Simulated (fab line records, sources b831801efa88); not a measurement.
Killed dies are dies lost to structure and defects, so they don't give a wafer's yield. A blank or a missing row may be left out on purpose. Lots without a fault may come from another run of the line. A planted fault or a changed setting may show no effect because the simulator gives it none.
Which tool did it? | flow gf180mcu | 7 lots, 21 wafers sampled, at 1 step of a route of 602

WHAT THE GAUGES READ, wafer by wafer
GF_NWELL_OVL_MEAS_07.
lot  | measured    | on         | NWELL_OVL (nm)
L551 | day 4 01:09 | overlay-02 | 3.7 0.6 1.5
L554 | day 4 13:12 | overlay-01 | 1.1 2.5 2.9
L559 | day 5 15:25 | overlay-01 | 1.8 0.0 0.7
L561 | day 6 02:29 | overlay-02 | 2.8 5.3 3.0
L563 | day 6 12:49 | overlay-01 | -1.0 1.0 -0.9
L569 | day 7 20:47 | overlay-01 | -0.6 1.7 2.2
L571 | day 8 07:23 | overlay-01 | 0.7 1.3 0.4

WHICH TOOL RAN EACH LOT (tool, then ch and the chambers of the sampled wafers, then the start)
The record holds no process step before these readings.

THE ANSWER, worked out from the rows above alone
Rule: what is usual is taken from the lots themselves. Put in order of their means at a reading, lots are off if they are a third of the lots or fewer, leave a main group of 4 or more, and stand apart from it by a gap of 3 or more times the standard deviation of the main group's means; of several such gaps the widest counts. A main group whose means are all the same, to the digits that the tables above print for the reading, isn't used. A lot without any number at a reading at which 4 lots or more have one is off too. The other lots that the step has rows for count as sound.
No lot is off at any reading shown: from this, nothing can be told.

WHAT THE SIMULATOR HAD PUT IN
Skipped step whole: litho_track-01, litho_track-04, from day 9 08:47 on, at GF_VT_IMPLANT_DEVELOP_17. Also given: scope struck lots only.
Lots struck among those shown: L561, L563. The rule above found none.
